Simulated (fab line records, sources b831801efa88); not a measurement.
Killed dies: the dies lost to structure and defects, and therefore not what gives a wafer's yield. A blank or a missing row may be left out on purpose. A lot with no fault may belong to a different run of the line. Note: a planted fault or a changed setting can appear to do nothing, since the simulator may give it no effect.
Struck lot and sound lot, side by side	flow sfqLine	21 out of 325 route steps
Sound: these wafers, L320.2, L320.3, L320.6. The struck wafers were L329.2, L329.3, L329.6. The cause is given at the end.
Each step with rows lists, per side, the tool, then ch with its chambers, then its first start. Under that, the readings that differ: sound wafers	struck wafers	difference of the means	sigmas: that difference in standard deviations of wafers without a fault.
alike: a reading whose means differ by less than 2 such deviations, as well as words and numbers matching on both sides. not compared: withheld readings; readings where some wafer has no value; bounds like >300 that might hide an equal value; numbers whose values overlap and for which the record gives no deviation.
A row with sigmas, a row that says differs or no value, or rows on one side alone: a step with any of these is where the two part. When numbers do not overlap yet have no deviation, they are printed without sigmas and do not part them. A reading that every wafer of one side lacks parts them only if that side has two wafers or more.

first, 2 steps without rows for these wafers: SFQ_TRILAYER_M0_LITHO_PEB_024 (peb time 60 s); SFQ_TRILAYER_M0_LITHO_DEVELOP_023 (time 60 s).
SFQ_M0_OVL_MEAS_906:
  struck on overlay-01, day 8 18:56; sound on overlay-01, day 6 00:01
  alike: M0_OVL
SFQ_TRILAYER_M0_BARC_OPEN_METAL_ETCH_031: etches BARC in O2, target depth 125 nm, time 41.7 s.
  sound on rieMetal-02 ch 0,1, day 6 00:02; struck on rieMetal-02 ch 0,1, day 8 18:58
  alike: drypumpMotorCurrentA, oesProductAu, rfFwdPowerW
  not compared: rfHoursCounterH
then, 1 step without rows for these wafers: SFQ_TRILAYER_M0_ETCH_METAL_ETCH_024 (etches Nb in Cl2/Ar, stops on SiO2, target depth 240 nm, time 120 s).
SFQ_TRILAYER_M0_STRIP_STRIP_025: strips in O2.
  sound on rieMetal-02 ch 0,1, day 6 00:14; struck on rieMetal-02 ch 0,1, day 8 19:09
  alike: drypumpMotorCurrentA, oesProductAu
  not compared: rfHoursCounterH
then, 2 steps without rows for these wafers: SFQ_TRILAYER_M0_STRIP_SOLV_CLEAN_026 (cleans in NMP, time 600 s); SFQ_TRILAYER_I0_DEP_PECVD_027 (deposits SiO2 from SiH4/N2O, time 111.11 s, target thk 500 nm).
SFQ_TRILAYER_I0_CMP_CMP_028: polishes SiO2.
  sound on cmp-02 ch 0,1,2, day 6 07:49; struck on cmp-02 ch 0,2, day 8 21:11
  alike: motorCurrentA, timeToEndpointS
SFQ_I0_BOW_MEAS_907:
  struck on filmMetro-02, day 8 23:42; sound on filmMetro-03, day 6 10:50
  alike: I0_BOW
then, 2 steps without rows for these wafers: SFQ_TRILAYER_I0_METRO_MEASURE_029; SFQ_TRILAYER_I0_VIA_LITHO_COAT_036 (resist thk 62 nm).
SFQ_TRILAYER_I0_VIA_LITHO_COAT_031: resist thk 650 nm.
  sound on lithoTrack-01 ch 0, day 6 12:29; struck on lithoTrack-04 ch 0, day 9 01:21
reading	sound	struck	difference	sigmas
model.KrF_of_TRILAYER_I0_VIA_LITHO_COAT_031.thkNm (nm)	649.9 650.8 650.6	671.8 671 674.2	+21.9	
then, 4 steps without rows for these wafers: SFQ_TRILAYER_I0_VIA_LITHO_SOFTBAKE_035; SFQ_TRILAYER_I0_VIA_LITHO_EXPOSE_032 (exposes mask I0, target cd 500 nm); SFQ_TRILAYER_I0_VIA_LITHO_PEB_034 (peb time 60 s); SFQ_TRILAYER_I0_VIA_LITHO_DEVELOP_033 (time 60 s).
-- the record jumps here: 5 days lie between the struck wafers' starts before and after --
SFQ_I0_OVL_MEAS_908:
  struck on overlay-01, day 13 16:01; sound on overlay-01, day 9 22:56
  alike: I0_OVL
SFQ_TRILAYER_I0_VIA_BARC_OPEN_VIA_ETCH_046: etches BARC in O2, target depth 125 nm, time 41.7 s.
  sound on rieDiel-02 ch 0,1, day 9 22:58; struck on rieDiel-03 ch 0,1,3, day 13 16:03
  alike: drypumpMotorCurrentA, oesProductAu, rfFwdPowerW
  not compared: rfHoursCounterH
SFQ_TRILAYER_I0_VIA_ETCH_VIA_ETCH_034: etches SiO2 in CHF3, stops on Nb, target depth 260 nm.
  sound on rieDiel-02 ch 0,1, day 9 23:00; struck on rieDiel-03 ch 0,1,3, day 13 16:05
reading	sound	struck	difference	sigmas
model.KrF_of_TRILAYER_I0_VIA_LITHO_COAT_031.thkNm (nm)	527 529.3 527.9	549.7 547.8 552.4	+21.9	
  alike: drypumpMotorCurrentA, oesProductAu, rfFwdPowerW
SFQ_TRILAYER_I0_VIA_STRIP_STRIP_035: strips in O2.
  sound on rieMetal-04 ch 0,1, day 9 23:07; struck on rieMetal-03 ch 0, day 13 16:12
reading	sound	struck	difference	sigmas
oesProductAu (a.u.)	1.000 0.983 0.986	1.025 1.024 1.023	+0.034	+3
  alike: drypumpMotorCurrentA
  not compared: rfHoursCounterH

== WHERE THEY PART ==
Only at SFQ_TRILAYER_I0_VIA_STRIP_STRIP_035, within this record.

WHY: what had been put in by the simulator
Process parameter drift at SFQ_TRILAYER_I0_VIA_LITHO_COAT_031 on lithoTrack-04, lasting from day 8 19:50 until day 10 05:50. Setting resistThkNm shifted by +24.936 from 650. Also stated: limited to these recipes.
